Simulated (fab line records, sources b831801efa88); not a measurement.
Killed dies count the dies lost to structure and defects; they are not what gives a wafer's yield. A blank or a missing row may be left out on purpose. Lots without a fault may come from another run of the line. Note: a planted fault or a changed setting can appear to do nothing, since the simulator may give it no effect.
Struck lot and sound lot, side by side -- flow gf180mcu -- 15 steps out of a route of 602
Sound: these wafers, L901.4, L901.5, L901.6. The struck wafers were L905.1, L905.3, L905.6. The cause is given at the end.
For every step that has rows: the tool of each side, followed by ch and its chambers, followed by its first start. Under that, the readings that differ: sound wafers -- struck wafers -- difference of the means -- sigmas: that difference in standard deviations of wafers without a fault.
alike: words and numbers the same on both sides, and readings whose means are apart by under 2 such deviations; not compared: readings that were withheld, readings missing a value for some wafer, numbers with overlapping values and no deviation given by the record, and bounds like >300 which may hide the same value.
Wherever a step has rows on one side only, a row that says differs or no value, or a row with sigmas, the two part there. Numbers that have no deviation but don't overlap get no sigmas and don't part them. A reading that every wafer of one side lacks parts them only if that side has two wafers or more.

GF_V2_BOW_MEAS_05:
  sound: film_metro-03 at day 21 08:34; struck: film_metro-04 at day 22 23:26
  alike: V2_BOW
then, 8 steps without rows for these wafers: GF_V2_DEHYDRATE_06 (time 60 s); GF_V2_HMDS_07 (prime time 60 s); GF_V2_COAT_08; GF_V2_COAT_09 (resist thk 1000 nm); GF_V2_SOFTBAKE_10 (time 60 s); GF_V2_EXPOSE_11 (exposes mask Via2, target cd 260 nm); GF_V2_PEB_12 (peb time 86.68 s); GF_V2_DEVELOP_13 (develop time 60 s).
GF_V2_CD_MEAS_14: target cd 260 nm.
  sound: cd_sem-01 at day 22 08:13; struck: cd_sem-01 at day 23 22:27
  alike: cd_nm
GF_V2_OVL_MEAS_15:
  sound: overlay-02 at day 22 08:17; struck: overlay-02 at day 23 22:34
  alike: V2_OVL
GF_V2_ETCH_16: etches BARC in N2/H2.
  sound on rie_diel-01 ch 0,1,2, day 22 08:18; struck on rie_diel-04 ch 0,2, day 23 22:36
  alike: bias_w, drypump_motor_current_A, oes_product_au, throttle_valve_pct
GF_V2_ETCH_17: etches SiO2 in C4F8/O2/Ar, stops on TiN, target depth 630 nm.
  sound on rie_diel-01 ch 0,1,2, day 22 08:00; struck on rie_diel-04 ch 0,2, day 23 22:00
reading,sound,struck,difference,sigmas
bias_w (W),1202 1201 1203,1315 1309 1318,+112,+30
  alike: oes_product_au
  not compared: model.TiN_of_M2_SPUTTER_04.thk_nm
GF_V2_STRIP_18: strips in O2/N2.
  sound on plasma_asher-04 ch 0,1, day 22 08:28; struck on plasma_asher-04 ch 0, day 23 22:44
  alike: drypump_motor_current_A, heater_power_w, oes_product_au
  not compared: rf_hours_counter_h
GF_PASSIVATION_PROBE_99:
  the record has rows for the sound wafers here (prober-02, day 30 15:35) and none for the struck ones

== WHERE THEY PART ==
First at GF_V2_ETCH_17; last, within this record, at GF_PASSIVATION_PROBE_99.

WHY: the cause the simulator had injected
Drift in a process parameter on rie_diel-04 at GF_V2_ETCH_17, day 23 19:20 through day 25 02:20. From 1200, the setting bias_w moved by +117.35. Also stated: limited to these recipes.
